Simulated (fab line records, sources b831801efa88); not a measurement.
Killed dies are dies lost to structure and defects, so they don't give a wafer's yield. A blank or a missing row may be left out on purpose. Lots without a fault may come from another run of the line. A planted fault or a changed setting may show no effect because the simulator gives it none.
A struck lot beside a sound one | flow sfq_line | 14 steps out of a route of 325
Sound: wafers L878.1, L878.2, L878.3. Struck: wafers L865.1, L865.2, L865.4. The cause comes at the end.
At each step with rows: each side's tool, then ch and its chambers, then its first start. Under that, the readings that differ: sound wafers | struck wafers | difference of the means | sigmas: that difference in standard deviations of wafers without a fault.
alike: readings whose means differ by less than 2 such deviations, and words and numbers that are the same on both sides. not compared: withheld readings, readings that some wafer has no value for, bounds like >300 that may hide the same value, and numbers for which the record gives no deviation and whose values overlap.
The two part at a step that has a row with sigmas, a row that says differs or no value, or rows on one side only. Numbers that don't overlap but have no deviation are shown without sigmas and don't part them. A reading that every wafer of one side lacks parts them only if that side has two wafers or more.

SFQ_TRILAYER_I4_DEP_PECVD_099: deposits SiO2 from SiH4/N2O, time 111.11 s, target thk 500 nm.
  sound on pecvd-02 ch 0,1,2, day 46 01:35; struck on pecvd-02 ch 0,1, day 35 02:36
  alike: heater_power_w, showerhead_vpp_V, throttle_valve_pct
SFQ_TRILAYER_I4_CMP_CMP_100: polishes SiO2.
  sound on cmp-01 ch 0,1,3, day 46 02:36; struck on cmp-02 ch 0,1,3, day 36 04:28
  alike: motor_current_A, time_to_endpoint_s
SFQ_I4_BOW_MEAS_927:
  sound on film_metro-01, day 46 05:36; struck on film_metro-03, day 36 07:28
  reading     | sound   | struck      | difference | sigmas
  I4_BOW (um) | 14 20 7 | -12 -18 -13 | -28        | -2
SFQ_TRILAYER_I4_METRO_MEASURE_101:
  sound on film_metro-01, day 46 05:43; struck on film_metro-03, day 36 07:35
  alike: thk_nm
then, 6 steps without rows for these wafers: SFQ_TRILAYER_I4_VIA_LITHO_COAT_108 (resist thk 62.37 nm); SFQ_TRILAYER_I4_VIA_LITHO_COAT_103 (resist thk 650 nm); SFQ_TRILAYER_I4_VIA_LITHO_SOFTBAKE_107; SFQ_TRILAYER_I4_VIA_LITHO_EXPOSE_104 (exposes mask I4, target cd 700 nm); SFQ_TRILAYER_I4_VIA_LITHO_PEB_106 (peb time 60 s); SFQ_TRILAYER_I4_VIA_LITHO_DEVELOP_105 (time 60 s).
-- the record jumps here: 3 days lie between the struck wafers' starts before and after --
SFQ_I4_OVL_MEAS_928:
  sound on overlay-01, day 51 16:40; struck on overlay-01, day 38 20:18
  alike: I4_OVL
SFQ_TRILAYER_I4_VIA_BARC_OPEN_VIA_ETCH_146: etches BARC in O2, target depth 125 nm, time 41.7 s.
  sound on rie_diel-01 ch 0,1,2, day 51 16:43; struck on rie_diel-03 ch 0,1,3, day 38 20:20
  alike: bias_w, drypump_motor_current_A, oes_product_au
  not compared: rf_hours_counter_h
SFQ_TRILAYER_I4_VIA_ETCH_VIA_ETCH_106: etches SiO2 in CHF3, stops on Nb, target depth 260 nm.
  sound on rie_diel-01 ch 0,1,2, day 51 16:45; struck on rie_diel-03 ch 0,1,3, day 38 20:23
  reading    | sound             | struck            | difference | sigmas
  bias_w (W) | 79.94 79.92 80.20 | 94.23 93.87 94.11 | +14.05     | +61
  alike: drypump_motor_current_A, oes_product_au
  not compared: model.Nb_of_TRILAYER_M4_DEP_SPUTTER_091.thk_nm
SFQ_TRILAYER_I4_VIA_STRIP_STRIP_107: strips in O2.
  sound on rie_metal-02 ch 0, day 51 16:52; struck on rie_metal-02 ch 0,1, day 38 20:29
  alike: drypump_motor_current_A, oes_product_au
  not compared: rf_hours_counter_h

WHERE THEY PART
First at SFQ_I4_BOW_MEAS_927; last, within this record, at SFQ_TRILAYER_I4_VIA_ETCH_VIA_ETCH_106. Later steps at which nothing parts them and some readings are alike: SFQ_TRILAYER_I4_VIA_STRIP_STRIP_107.

WHY: what the simulator had put in
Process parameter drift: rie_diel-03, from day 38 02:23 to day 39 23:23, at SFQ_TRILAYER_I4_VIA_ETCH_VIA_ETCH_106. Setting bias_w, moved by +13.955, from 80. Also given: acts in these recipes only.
